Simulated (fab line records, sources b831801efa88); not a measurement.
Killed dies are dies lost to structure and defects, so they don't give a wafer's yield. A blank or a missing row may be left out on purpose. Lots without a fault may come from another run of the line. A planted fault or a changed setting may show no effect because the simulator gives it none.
A struck lot beside a sound one | flow sky130 | 14 steps out of a route of 708
Sound: wafers L262.2, L262.4, L262.5. Struck: wafers L265.1, L265.5, L265.6. The cause comes at the end.
At each step with rows: each side's tool, then ch and its chambers, then its first start. Under that, the readings that differ: sound wafers | struck wafers | difference of the means | sigmas: that difference in standard deviations of wafers without a fault.
alike: readings whose means differ by less than 2 such deviations, and words and numbers that are the same on both sides. not compared: withheld readings, readings that some wafer has no value for, bounds like >300 that may hide the same value, and numbers for which the record gives no deviation and whose values overlap.
The two part at a step that has a row with sigmas, a row that says differs or no value, or rows on one side only. Numbers that don't overlap but have no deviation are shown without sigmas and don't part them. A reading that every wafer of one side lacks parts them only if that side has two wafers or more.

first, 2 steps without rows for these wafers: SKY_LDD_LDN_PEB_05; SKY_LDD_LDN_DEVELOP_06 (develop time 60 s).
SKY_LDD_LDN_OVL_MEAS_07:
  sound on overlay-02, day 23 13:07; struck on overlay-01, day 25 11:52
  alike: LDD_LDN_OVL
then, 4 steps without rows for these wafers: SKY_LDD_LDN_IMPLANT_08; SKY_LDD_LDN_IMPLANT_09; SKY_LDD_LDN_IMPLANT_10; SKY_LDD_LDN_IMPLANT_11.
SKY_LDD_LDN_STRIP_12: strips in O2/N2.
  sound on plasma_asher-04 ch 0,1, day 23 13:45; struck on plasma_asher-04 ch 0,1, day 25 12:31
  alike: drypump_motor_current_A, oes_product_au, strip_time_to_endpoint_s
  not compared: rf_hours_counter_h
SKY_LDD_LDN_TW_MEAS_13:
  sound on film_metro-01, day 23 13:52; struck on film_metro-03, day 25 12:37
  alike: LDD_LDN_TW
then, 2 steps without rows for these wafers: SKY_LDD_LDN_CLEAN_14 (cleans in SC1/SC2, time 150 s); SKY_SPACER_CVD_00 (deposits Si3N4 from DCS/NH3, target thk 43.1 nm, time 740 s).
SKY_SPACER_THK_MEAS_01:
  sound on film_metro-02, day 23 15:23; struck on film_metro-04, day 25 13:56
  alike: SPACER_CVD_00_THK
SKY_SPACER_ETCHBACK_02: etches Si3N4 in CH3F/O2, stops on SiO2, time 46.7 s, target depth 45 nm.
  sound on rie_diel-01 ch 1,2,3, day 23 15:26; struck on rie_diel-01 ch 0,1,2, day 25 13:59
  no value came back on the struck wafers for any of 5 readings (O2_flow_sccm (sccm), bias_w (W) and others); on the sound wafers O2_flow_sccm (sccm) reads 29.87 30.03 30.03
  not compared: rf_hours_counter_h
-- the record jumps here: 22 days lie between the struck wafers' starts before and after (it left off in module SPACER and takes up again in module PAD_OPEN, whose first step shown is number 708 of the route) --
SKY_PAD_OPEN_PROBE_99:
  sound on prober-01, day 46 05:50; struck on prober-02, day 47 11:46
  reading             | sound    | struck      | difference | sigmas
  killed_at_M4_up     | 5 3 7    | 0 0 3       | -4         | -2
  killed_at_front_end | 9 15 15  | 435 421 436 | +418       | +99 or more
  killed_at_other     | 2 3 0    | 0 0 0       | -2         | -3
  killed_dies         | 72 79 87 | 492 492 492 | +413       | +45
  killed_on_rim       | 14 14 17 | 96 96 96    | +81        | +23
  alike: killed_at_M0_to_M3, killed_at_contacts, killed_open, killed_short

WHERE THEY PART
First at SKY_SPACER_ETCHBACK_02; last, within this record, at SKY_PAD_OPEN_PROBE_99.

WHY: what the simulator had put in
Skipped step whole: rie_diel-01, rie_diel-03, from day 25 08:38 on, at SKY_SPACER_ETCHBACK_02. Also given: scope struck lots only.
